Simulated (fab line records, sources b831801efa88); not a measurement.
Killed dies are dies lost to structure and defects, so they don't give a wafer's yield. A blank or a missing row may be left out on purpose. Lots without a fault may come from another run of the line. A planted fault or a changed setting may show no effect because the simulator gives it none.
Which tool did it? | flow gf180mcu | 24 lots, 72 wafers sampled, at 6 steps of a route of 602

WHAT THE GAUGES READ, wafer by wafer
GF_NWELL_OVL_MEAS_07. Usual: NWELL_OVL 1.1 nm, standard deviation 1.8.
lot  | measured    | on         | NWELL_OVL (nm) | flag
L074 | day 3 07:56 | overlay-02 | 1.0 0.9 -0.4   |
L075 | day 3 14:19 | overlay-01 | 2.7 3.1 2.4    |
L076 | day 3 20:16 | overlay-02 | -1.4 -1.4 -1.5 |
L077 | day 4 02:24 | overlay-01 | 2.6 1.9 2.8    |
L078 | day 4 06:49 | overlay-01 | 1.4 4.3 3.2    |
L079 | day 4 12:57 | overlay-01 | -1.2 0.3 -1.0  |
L080 | day 4 18:15 | overlay-02 | 1.2 0.7 1.3    |
L081 | day 4 22:56 | overlay-01 | 2.0 -0.4 -2.1  |
L082 | day 5 04:22 | overlay-02 | 1.8 0.0 1.8    |
L083 | day 5 10:04 | overlay-02 | 0.8 1.2 0.2    |
L084 | day 5 14:52 | overlay-02 | 3.4 5.3 4.3    |
L085 | day 5 20:13 | overlay-01 | 4.2 2.5 2.8    |
L086 | day 6 00:26 | overlay-02 | -0.9 0.1 -1.8  |
L087 | day 6 05:37 | overlay-01 | 3.0 2.2 1.1    |
L088 | day 6 10:26 | overlay-01 | 1.1 0.3 0.6    |
L089 | day 6 17:40 | overlay-02 | -2.9 -2.2 -1.7 |
L090 | day 6 21:48 | overlay-01 | 1.0 0.2 1.1    |
L091 | day 7 04:03 | overlay-01 | 2.3 2.5 2.5    |
L092 | day 7 09:16 | overlay-02 | 0.1 0.0 -0.2   |
L093 | day 7 16:41 | overlay-02 | 1.7 0.6 0.8    |
L094 | day 7 20:59 | overlay-02 | 0.8 1.7 4.1    |
L095 | day 8 03:10 | overlay-02 | -0.1 0.8 1.8   |
L096 | day 8 06:54 | overlay-02 | -1.5 -1.7 0.7  |
L097 | day 8 16:52 | overlay-01 | 3.0 2.3 2.8    |

GF_VT_IMPLANT_OVL_MEAS_29. Usual: VT_IMPLANT_02_OVL -0.9 nm, standard deviation 1.4.
lot  | measured     | on         | VT_IMPLANT_02_OVL (nm) | flag
L074 | day 6 23:17  | overlay-01 | -0.8 -1.3 -1.7         |
L075 | day 7 05:46  | overlay-02 | -1.1 -0.9 -2.1         |
L076 | day 7 12:16  | overlay-02 | -3.4 -3.0 -3.0         |
L077 | day 7 20:22  | overlay-02 | -2.0 0.0 -1.3          |
L078 | day 7 23:23  | overlay-02 | 1.1 0.4 0.0            |
L079 | day 8 08:49  | overlay-01 | 0.2 -0.3 0.5           |
L080 | day 8 14:58  | overlay-02 | -0.6 -1.1 -1.1         |
L081 | day 8 21:28  | overlay-01 | 0.1 1.3 -0.1           |
L082 | day 9 03:37  | overlay-01 | -2.2 0.2 1.1           |
L083 | day 9 09:58  | overlay-01 | -1.5 -3.0 -1.2         |
L084 | day 9 16:40  | overlay-02 | -2.7 -3.3 -2.6         |
L085 | day 9 22:59  | overlay-02 | -1.9 -2.1 -1.7         |
L086 | day 10 04:16 | overlay-01 | 1.4 0.4 0.8            |
L087 | day 10 09:02 | overlay-02 | -2.2 -1.4 -1.2         |
L088 | day 10 15:38 | overlay-01 | -1.5 -0.4 -0.2         |
L089 | day 11 01:59 | overlay-02 | -0.9 -2.0 -1.5         |
L090 | day 11 05:12 | overlay-01 | -0.8 1.3 1.0           |
L091 | day 11 13:24 | overlay-02 | -2.2 -1.9 -2.5         |
L092 | day 11 19:53 | overlay-02 | -1.0 -1.8 -1.2         |
L093 | day 12 04:28 | overlay-02 | 0.4 0.1 0.0            |
L094 | day 12 09:37 | overlay-02 | -0.2 -0.6 -2.1         |
L095 | day 12 15:46 | overlay-01 | 1.6 1.6 0.1            |
L096 | day 12 21:37 | overlay-02 | 0.5 0.3 -0.2           |
L097 | day 13 08:34 | overlay-02 | -3.2 -3.1 -1.8         |

GF_DUAL_GATE_OVL_MEAS_11. Usual: DUAL_GATE_OVL 1.1 nm, standard deviation 1.3.
lot  | measured     | on         | DUAL_GATE_OVL (nm) | flag
L074 | day 8 08:28  | overlay-01 | 2.4 3.0 2.7        |
L075 | day 8 17:05  | overlay-02 | -1.5 -1.1 -1.5     |
L076 | day 9 01:03  | overlay-02 | 0.8 -0.5 0.1       |
L077 | day 9 08:38  | overlay-02 | 1.7 0.4 1.8        |
L078 | day 9 13:10  | overlay-01 | 3.5 1.8 2.5        |
L079 | day 10 01:02 | overlay-02 | 0.5 0.7 0.2        |
L080 | day 10 05:05 | overlay-02 | 0.5 1.4 0.2        |
L081 | day 10 10:55 | overlay-02 | 1.8 1.4 2.4        |
L082 | day 10 16:43 | overlay-02 | 1.3 -0.5 0.6       |
L083 | day 11 02:26 | overlay-01 | 1.9 2.0 1.4        |
L084 | day 11 08:28 | overlay-02 | 0.0 -0.5 -1.1      |
L085 | day 11 13:58 | overlay-02 | 2.6 1.6 2.3        |
L086 | day 11 19:13 | overlay-01 | 1.0 1.4 1.6        |
L087 | day 12 00:46 | overlay-01 | 0.7 -0.6 -1.1      |
L088 | day 12 08:35 | overlay-02 | 1.0 0.7 -0.8       |
L089 | day 12 18:11 | overlay-01 | 2.2 2.8 2.7        |
L090 | day 13 00:27 | overlay-01 | 1.9 3.4 2.8        |
L091 | day 13 07:34 | overlay-01 | 2.6 1.9 2.0        |
L092 | day 13 13:59 | overlay-02 | -0.4 -0.1 -0.2     |
L093 | day 13 23:23 | overlay-02 | 2.2 0.6 2.5        |
L094 | day 14 04:38 | overlay-02 | 1.4 1.3 2.6        |
L095 | day 14 10:44 | overlay-02 | 0.8 1.7 0.8        |
L096 | day 14 17:47 | overlay-01 | 0.4 1.1 -0.9       |
L097 | day 15 04:08 | overlay-01 | -0.2 0.6 0.8       |

GF_M1_OVL_MEAS_15. Usual: M1_OVL 0 nm, standard deviation 4.8.
lot  | measured     | on         | M1_OVL (nm) | flag
L074 | day 17 05:53 | overlay-02 | 5 6 8       |
L075 | day 17 15:43 | overlay-02 | 1 -5 -1     |
L076 | day 18 04:44 | overlay-02 | -5 -7 -6    |
L077 | day 18 14:22 | overlay-02 | -6 -4 2     |
L078 | day 18 19:29 | overlay-01 | 1 4 -4      |
L079 | day 19 12:47 | overlay-01 | 2 1 1       |
L080 | day 19 17:52 | overlay-01 | 0 2 1       |
L081 | day 20 00:44 | overlay-01 | 4 6 2       |
L082 | day 20 05:30 | overlay-01 | -8 -8 -5    |
L083 | day 20 21:26 | overlay-01 | -3 3 6      |
L084 | day 21 01:45 | overlay-01 | 3 -5 -6     |
L085 | day 21 11:11 | overlay-01 | 2 2 8       |
L086 | day 21 16:14 | overlay-01 | -3 1 2      |
L087 | day 22 01:06 | overlay-01 | 1 -1 3      |
L088 | day 22 09:38 | overlay-02 | 7 0 6       |
L089 | day 22 20:04 | overlay-02 | -1 -4 -6    |
L090 | day 23 03:26 | overlay-02 | 2 0 -4      |
L091 | day 23 13:19 | overlay-02 | -3 4 -3     |
L092 | day 23 20:56 | overlay-02 | 3 8 -2      |
L093 | day 24 04:25 | overlay-02 | -3 0 -1     |
L094 | day 24 10:40 | overlay-01 | -1 5 -3     |
L095 | day 24 17:22 | overlay-01 | 4 6 7       |
L096 | day 25 03:14 | overlay-02 | -15 -10 -4  |
L097 | day 25 11:17 | overlay-02 | -4 -1 0     |

GF_TOP_METAL_CD_MEAS_14: target cd 440 nm. Usual: cd_nm 440.1 nm, standard deviation 2.3.
lot  | measured     | on        | cd_nm (nm)        | flag
L074 | day 28 07:49 | cd_sem-02 | 438.3 438.0 438.2 |
L075 | day 28 13:27 | cd_sem-01 | 440.9 438.4 439.2 |
L076 | day 29 00:31 | cd_sem-01 | 443.4 443.1 442.9 |
L077 | day 29 10:51 | cd_sem-01 | 440.5 440.2 442.2 |
L078 | day 29 12:50 | cd_sem-01 | 441.2 442.7 441.7 |
L079 | day 30 04:29 | cd_sem-01 | 437.4 438.4 438.0 |
L080 | day 30 08:12 | cd_sem-02 | 438.9 439.9 438.7 |
L081 | day 30 11:28 | cd_sem-02 | 437.0 438.4 436.0 |
L082 | day 30 14:53 | cd_sem-02 | 440.2 441.4 443.5 |
L083 | day 31 03:33 | cd_sem-02 | 438.5 439.5 439.4 |
L084 | day 31 08:05 | cd_sem-02 | 441.2 439.1 440.7 |
L085 | day 31 12:24 | cd_sem-02 | 441.9 443.4 442.2 |
L086 | day 31 16:50 | cd_sem-02 | 438.5 439.3 438.1 |
L087 | day 31 23:14 | cd_sem-02 | 441.5 442.6 440.5 |
L088 | day 32 05:43 | cd_sem-02 | 441.4 442.4 446.1 |
L089 | day 32 13:49 | cd_sem-02 | 438.5 439.4 436.6 |
L090 | day 32 19:56 | cd_sem-02 | 435.7 436.9 435.8 |
L091 | day 33 00:41 | cd_sem-02 | 438.0 439.4 440.8 |
L092 | day 33 08:26 | cd_sem-02 | 442.8 443.8 443.2 |
L093 | day 33 14:28 | cd_sem-02 | 439.5 438.4 442.1 |
L094 | day 33 17:58 | cd_sem-02 | 437.3 435.1 438.2 |
L095 | day 34 01:10 | cd_sem-02 | 438.7 440.9 440.1 |
L096 | day 34 05:47 | cd_sem-02 | 444.5 440.9 442.1 |
L097 | day 34 09:26 | cd_sem-02 | 441.1 443.0 439.8 |

WHICH TOOL RAN EACH LOT (tool, then ch and the chambers of the sampled wafers, then the start)
lot  | GF_SALICIDE_RTA_08
L074 | rtp_anneal-02 ch 0, day 15 06:37
L075 | rtp_anneal-01 ch 0, day 15 16:48
L076 | rtp_anneal-01 ch 0, day 16 04:14
L077 | rtp_anneal-02 ch 0, day 16 12:53
L078 | rtp_anneal-01 ch 0, day 16 18:23
L079 | rtp_anneal-01 ch 0, day 17 10:43
L080 | rtp_anneal-01 ch 0, day 17 15:38
L081 | rtp_anneal-01 ch 0, day 17 21:26
L082 | rtp_anneal-02 ch 0, day 18 03:23
L083 | rtp_anneal-02 ch 0, day 18 18:18
L084 | rtp_anneal-01 ch 0, day 18 22:31
L085 | rtp_anneal-02 ch 0, day 19 08:08
L086 | rtp_anneal-02 ch 0, day 19 13:34
L087 | rtp_anneal-01 ch 0, day 19 22:13
L088 | rtp_anneal-02 ch 0, day 20 08:26
L089 | rtp_anneal-02 ch 0, day 20 18:25
L090 | rtp_anneal-02 ch 0, day 21 02:12
L091 | rtp_anneal-01 ch 0, day 21 12:03
L092 | rtp_anneal-01 ch 0, day 21 20:21
L093 | rtp_anneal-01 ch 0, day 22 04:31
L094 | rtp_anneal-02 ch 0, day 22 11:13
L095 | rtp_anneal-01 ch 0, day 22 18:20
L096 | rtp_anneal-01 ch 0, day 23 03:26
L097 | rtp_anneal-02 ch 0, day 23 11:41
- GF_SALICIDE_RTA_08: time 30 s.

WHAT THE TOOLS THEMSELVES READ (means of the sampled wafers that have a number; where no wafer has one, the mark that the record gives instead)
GF_SALICIDE_RTA_08. Usual: lamp_power_pct 17.41 %, standard deviation 0.25; wafer_temp_C_max 802.6, standard deviation 1.
lot  | tool          | lamp_power_pct (%) | wafer_temp_C_max | flag
L074 | rtp_anneal-02 | 17.69              | 803.2            |
L075 | rtp_anneal-01 | 17.18              | 802.3            |
L076 | rtp_anneal-01 | 17.18              | 801.8            |
L077 | rtp_anneal-02 | 17.69              | 804.0            |
L078 | rtp_anneal-01 | 17.17              | 802.3            |
L079 | rtp_anneal-01 | 17.18              | 801.4            |
L080 | rtp_anneal-01 | 17.18              | 802.0            |
L081 | rtp_anneal-01 | 17.18              | 801.9            |
L082 | rtp_anneal-02 | 17.69              | 803.3            |
L083 | rtp_anneal-02 | 17.67              | 804.6            |
L084 | rtp_anneal-01 | 17.17              | 802.0            |
L085 | rtp_anneal-02 | 17.68              | 803.4            |
L086 | rtp_anneal-02 | 17.69              | 803.6            |
L087 | rtp_anneal-01 | 17.17              | 801.4            |
L088 | rtp_anneal-02 | 17.68              | 804.5            |
L089 | rtp_anneal-02 | 17.69              | 803.0            |
L090 | rtp_anneal-02 | 17.68              | 803.7            |
L091 | rtp_anneal-01 | 17.18              | 801.9            |
L092 | rtp_anneal-01 | 17.17              | 801.7            |
L093 | rtp_anneal-01 | 17.19              | 801.3            |
L094 | rtp_anneal-02 | 17.68              | 803.3            |
L095 | rtp_anneal-01 | 17.18              | 801.9            |
L096 | rtp_anneal-01 | 17.18              | 801.7            |
L097 | rtp_anneal-02 | 17.70              | 803.6            |

THE ANSWER, worked out from the rows above alone
Rule: a lot is off if the mean of its wafers that have a number lies more than 3 standard deviations from the usual mean. A lot without any number at a reading at which 4 lots or more have one is off too. The other lots that the step has rows for count as sound. The gauges are gone through in route order, then the tools' own readings, and for those a lot's mean is taken as printed above. The first step at which some lot is off is used, and at that step the reading that is off furthest; a lot without a number counts as furthest.
No lot is off at any reading shown: from this, nothing can be told.

WHAT THE SIMULATOR HAD PUT IN
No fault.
